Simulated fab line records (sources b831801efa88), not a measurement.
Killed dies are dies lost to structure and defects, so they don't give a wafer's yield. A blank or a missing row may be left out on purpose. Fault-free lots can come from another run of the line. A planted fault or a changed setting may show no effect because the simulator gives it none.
Which tool was responsible? -- flow sky130 -- 18 wafers from 6 lots sampled at 3 of the route's 708 steps

WHAT THE GAUGES SHOWED, per wafer
SKY_LDD_LDN_OVL_MEAS_07.
lot,measured,on,LDD_LDN_OVL (nm)
L659,day 23 06:40,overlay-01,0.3 0.0 -0.8
L661,day 23 14:28,overlay-01,-0.1 -1.3 1.5
L666,day 26 10:01,overlay-01,2.2 1.5 1.6
L665,day 26 16:52,overlay-01,-1.7 -1.4 -2.4
L673,day 28 09:07,overlay-02,58.8 59.7 58.5 59.8 59.9 58.8
L675,day 29 02:44,overlay-01,63.8 63.5 63.8 64.4 64.0 64.7

WHAT TOOL EACH LOT RAN ON (gives the tool, then ch and the chambers of the sampled wafers, and finally the start)
lot,SKY_LDD_HVP_STRIP_09,SKY_LDD_LDN_EXPOSE_04
L659,"plasma asher-01 ch 0,1, day 21 23:42","iline stepper-02 ch 0, day 22 15:01"
L661,"plasma asher-02 ch 0,1, day 22 08:34","iline stepper-02 ch 0, day 22 23:41"
L666,"plasma asher-03 ch 0,1, day 25 05:10","iline stepper-02 ch 0, day 25 19:37"
L665,"plasma asher-01 ch 0,1, day 25 11:34","iline stepper-01 ch 0, day 26 02:41"
L673,"plasma asher-01 ch 0,1, day 27 04:32","iline stepper-02 ch 0, day 27 18:56"
L675,"plasma asher-03 ch 0,1, day 27 23:19","iline stepper-02 ch 0, day 28 13:25"
- SKY_LDD_HVP_STRIP_09: strips in O2/N2.
- SKY_LDD_LDN_EXPOSE_04: exposes mask LDNTM, target cd 700 nm.

THE ANSWER, worked out from the rows above alone
Rule: the lots themselves supply what counts as usual. Put in order of their means at a reading, lots are off if they are a third of the lots or fewer, leave a main group of 4 or more, and stand apart from it by a gap of 3 or more times the standard deviation of the main group's means; of several such gaps the widest counts. A main group is skipped when, at the precision printed for the reading in the tables above, its means are all equal. Also off: a lot with no number at a reading for which 4 or more lots have one. The other lots that the step has rows for count as sound.
Off: L673, L675, seen at SKY_LDD_LDN_OVL_MEAS_07 (LDD_LDN_OVL). For the main group the mean is -0.0 nm and the standard deviation 1.3.
If a tool, at a process step before that reading, ran all the lots that are off and no sound lot after the first of them, it fits. The gauges at SKY_LDD_LDN_OVL_MEAS_07 are tried like those tools. One fits: SKY_LDD_LDN_EXPOSE_04 on iline stepper-02. A fault onset in the window from L666 (day 25 19:37, its last sound lot) to L673 (day 27 18:56, its first lot off) fits.

WHAT THE SIMULATOR HAD PUT IN
Scanner matching overlay: iline stepper-02, from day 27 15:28 on, at SKY_LDD_LDN_EXPOSE_04. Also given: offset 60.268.
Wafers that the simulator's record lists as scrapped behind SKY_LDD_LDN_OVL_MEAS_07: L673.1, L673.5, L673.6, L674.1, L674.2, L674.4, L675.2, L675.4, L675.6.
Struck lots among those shown: L673, L675. The same result came from the rule above.
